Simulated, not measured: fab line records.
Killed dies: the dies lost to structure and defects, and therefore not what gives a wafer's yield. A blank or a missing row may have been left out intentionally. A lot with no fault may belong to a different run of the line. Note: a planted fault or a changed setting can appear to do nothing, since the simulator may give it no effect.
Which tool was responsible? ; flow sfq_line ; 13 lots, 39 wafers sampled, at 5 steps of a route of 325

WHAT EACH GAUGE READ, for each wafer
SFQ_I5_OVL_MEAS_936.
lot;measured;on;I5_OVL (nm)
L106;day 62 00:37;overlay-02;14 4 3
L107;day 62 03:01;overlay-02;-3 -1 -6
L108;day 62 05:26;overlay-02;-8 -6 -9
L109;day 62 06:57;overlay-01;9 10 11
L110;day 67 19:07;overlay-02;1 2 -3
L111;day 67 21:32;overlay-02;0 -6 0
L112;day 67 22:43;overlay-02;4 0 4
L113;day 67 23:55;overlay-02;-3 -6 2
L114;day 68 05:46;overlay-01;5 3 9
L117;day 68 18:56;overlay-01;147 151 147
L118;day 68 21:19;overlay-01;137 142 135
L119;day 68 23:43;overlay-01;133 135 137
L120;day 69 06:55;overlay-01;131 133 139

SFQ_M6_RS_MEAS_938: uses a four-point probe to measure.
lot;measured;on;M6_NB_RS (ohm/sq)
L106;day 62 06:46;film_metro-04;0.885 0.879 0.872
L107;day 62 10:23;film_metro-04;0.889 0.892 0.900
L108;day 62 14:00;film_metro-04;0.882 0.894 0.891
L109;day 62 16:23;film_metro-04;0.892 0.881 0.885
L110;day 68 06:31;film_metro-03;0.894 0.910 0.913
L111;day 68 08:58;film_metro-01;0.891 0.884 0.886
L112;day 68 10:07;film_metro-03;0.886 0.873 0.889
L113;day 68 11:18;film_metro-04;0.893 0.915 0.916
L114;day 68 14:53;film_metro-04;0.890 0.879 0.895
L117;day 69 02:56;film_metro-04;0.904 0.907 0.909
L118;day 69 05:17;film_metro-04;0.896 0.899 0.888
L119;day 69 07:41;film_metro-03;0.905 0.903 0.909
L120;day 69 22:16;film_metro-04;0.904 0.897 0.906

WHAT TOOL EACH LOT RAN ON (gives the tool, then ch and the chambers of the sampled wafers, and finally the start)
lot;SFQ_TRILAYER_I3_VIA_BARC_OPEN_VIA_ETCH_121;SFQ_TRILAYER_I5_LITHO_EXPOSE_145;SFQ_TRILAYER_I5_BARC_OPEN_VIA_ETCH_200
L106;rie_diel-04 ch 0,1, day 43 20:08;krf_scanner-02 ch 0, day 61 23:07;rie_diel-02 ch 1,3, day 62 00:39
L107;rie_diel-03 ch 0,1,3, day 44 01:04;krf_scanner-02 ch 0, day 62 01:43;rie_diel-01 ch 0,1,3, day 62 03:03
L108;rie_diel-04 ch 2,3, day 44 04:04;krf_scanner-02 ch 0, day 62 04:19;rie_diel-02 ch 0,2,3, day 62 05:27
L109;rie_diel-03 ch 2,3, day 45 01:53;krf_scanner-01 ch 0, day 62 05:39;rie_diel-02 ch 0,3, day 62 06:59
L110;rie_diel-04 ch 0,1,3, day 51 21:42;krf_scanner-01 ch 0, day 67 17:49;rie_diel-01 ch 0,1,3, day 67 19:09
L111;rie_diel-03 ch 0,1,2, day 51 22:55;krf_scanner-01 ch 0, day 67 20:37;rie_diel-01 ch 0,1,3, day 67 21:33
L112;rie_diel-01 ch 0,1,2, day 52 00:06;krf_scanner-01 ch 0, day 67 21:25;rie_diel-03 ch 1,2, day 67 22:45
L113;rie_diel-04 ch 1,2,3, day 52 01:18;krf_scanner-01 ch 0, day 67 22:25;rie_diel-02 ch 2,3, day 67 23:57
L114;rie_diel-04 ch 1,2,3, day 52 04:55;krf_scanner-02 ch 0, day 68 04:13;rie_diel-01 ch 0,2,3, day 68 05:48
L117;rie_diel-01 ch 1,2, day 53 15:43;krf_scanner-02 ch 0, day 68 17:49;rie_diel-03 ch 1,2,3, day 68 18:57
L118;rie_diel-04 ch 2,3, day 53 18:07;krf_scanner-02 ch 0, day 68 19:49;rie_diel-01 ch 1,3, day 68 21:21
L119;rie_diel-03 ch 0,1, day 53 19:19;krf_scanner-02 ch 0, day 68 22:13;rie_diel-02 ch 1,2, day 68 23:45
L120;rie_diel-03 ch 0,1,2, day 54 00:07;krf_scanner-02 ch 0, day 69 05:37;rie_diel-01 ch 0,1,2, day 69 06:57
- SFQ_TRILAYER_I3_VIA_BARC_OPEN_VIA_ETCH_121: etches BARC in O2, target depth 125 nm, time 41.7 s.
- SFQ_TRILAYER_I5_LITHO_EXPOSE_145: exposes mask I5, target cd 700 nm.
- SFQ_TRILAYER_I5_BARC_OPEN_VIA_ETCH_200: etches BARC in O2, target depth 125 nm, time 41.7 s.

AS READ BY THE TOOLS THEMSELVES (means over the sampled wafers that have a number; for cases with no such wafer, the mark the record gives instead)
SFQ_TRILAYER_I3_VIA_BARC_OPEN_VIA_ETCH_121.
lot;tool;drypump_motor_current_A (A);oes_product_au (a.u.)
L106;rie_diel-04;6.1;0.682
L107;rie_diel-03;5.9;0.682
L108;rie_diel-04;5.9;0.686
L109;rie_diel-03;5.8;0.684
L110;rie_diel-04;6.1;0.685
L111;rie_diel-03;5.8;0.687
L112;rie_diel-01;5.3;0.682
L113;rie_diel-04;5.8;0.691
L114;rie_diel-04;5.9;0.690
L117;rie_diel-01;5.1;0.682
L118;rie_diel-04;5.9;0.681
L119;rie_diel-03;5.9;0.690
L120;rie_diel-03;5.8;0.685

SFQ_TRILAYER_I5_BARC_OPEN_VIA_ETCH_200.
lot;tool;drypump_motor_current_A (A);oes_product_au (a.u.)
L106;rie_diel-02;5.7;0.682
L107;rie_diel-01;5.3;0.686
L108;rie_diel-02;5.9;0.683
L109;rie_diel-02;5.9;0.682
L110;rie_diel-01;5.3;0.682
L111;rie_diel-01;5.3;0.687
L112;rie_diel-03;5.9;0.682
L113;rie_diel-02;5.7;0.687
L114;rie_diel-01;5.3;0.687
L117;rie_diel-03;5.9;0.684
L118;rie_diel-01;5.1;0.681
L119;rie_diel-02;5.6;0.683
L120;rie_diel-01;5.3;0.687

THE ANSWER, worked out from the rows above alone
Rule: the usual values come from the lots themselves. Put in order of their means at a reading, lots are off if they are a third of the lots or fewer, leave a main group of 4 or more, and stand apart from it by a gap of 3 or more times the standard deviation of the main group's means; of several such gaps the widest counts. A main group is skipped when, at the precision printed for the reading in the tables above, its means are all equal. Also off: a lot with no number at a reading for which 4 or more lots have one. The other lots that the step has rows for count as sound. The gauges are gone through in route order, then the tools' own readings, and for those a lot's mean is taken as printed above. The first step at which some lot is off is used, and at that step the reading that is off furthest; a lot without a number counts as furthest.
Off: at SFQ_I5_OVL_MEAS_936 (I5_OVL), L117, L118, L119, L120. The main group has a mean of 1 nm with a standard deviation of 5.3.
A tool fits if, at a process step before that reading, it ran every lot that is off, and no sound lot after the first of them. Gauges at SFQ_I5_OVL_MEAS_936: tried the same way as those tools. Can't be told from this: 2 tools fit, krf_scanner-02 at SFQ_TRILAYER_I5_LITHO_EXPOSE_145, overlay-01 at SFQ_I5_OVL_MEAS_936.

WHAT HAD BEEN PUT IN BY THE SIMULATOR
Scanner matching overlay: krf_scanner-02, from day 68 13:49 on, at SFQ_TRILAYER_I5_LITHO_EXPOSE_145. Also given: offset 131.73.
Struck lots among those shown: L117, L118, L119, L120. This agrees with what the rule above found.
